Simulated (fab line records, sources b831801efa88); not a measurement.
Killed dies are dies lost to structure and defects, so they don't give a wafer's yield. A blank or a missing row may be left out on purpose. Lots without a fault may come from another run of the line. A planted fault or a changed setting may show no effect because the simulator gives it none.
Chamber matching | flow sky130 | SKY_FIELD_ISO_CMP_27 on cmp-01: 4 sister chambers
The step polishes, stops on Si3N4, t overpolish 16 s, target thk 457.8 nm. 8 wafers are shown with their chamber, then 8 later ones without.

WAFERS WITH THEIR CHAMBER
wafer  | chamber | motor_current_A (A) | time_to_endpoint_s (s)
L834.3 | 1       | 13.0                | 103
L834.4 | 0       | 14.6                | 111
L836.4 | 1       | 13.5                | 96
L839.4 | 0       | 14.5                | 117
L841.1 | 3       | 9.8                 | 114
L841.3 | 2       | 11.4                | 108
L841.6 | 3       | 10.3                | 114
L848.1 | 2       | 11.1                | 108

WAFERS WITHOUT THEIR CHAMBER
wafer  | motor_current_A (A) | time_to_endpoint_s (s)
L848.4 | 13.2                | 99
L848.6 | 10.2                | 111
L850.2 | 13.0                | 104
L850.3 | 10.0                | 114
L850.5 | 9.9                 | 119
L853.2 | 11.4                | 103
L853.3 | 9.7                 | 114
L853.5 | 11.0                | 112

WHICH CHAMBER EACH WENT THROUGH
wafer  | from the rows above     | in truth
L848.4 | 1                       | 1
L848.6 | 3                       | 3
L850.2 | 1                       | 1
L850.3 | 3                       | 3
L850.5 | 3                       | 3
L853.2 | 2                       | 2
L853.3 | 3                       | 3
L853.5 | can't be placed: 2 or 3 | 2
Placed correctly: 7 of 8. Can't be placed from these rows: 1 (the true chamber is among the candidates in 1). Placed wrongly: 0.
How it was worked out, from the rows above alone: a wafer's distance from a chamber is the root of the sum, over the readings, of the square of ((its reading less the chamber's mean) divided by the reading's scatter). The wafer belongs to the nearest chamber; if the next one is less than 2 further off, it can't be placed. A chamber's mean is the mean of its shown wafers. The scatter: the root of (the sum of the squares of (reading less its chamber's mean) over the shown wafers, divided by (wafers less chambers)).
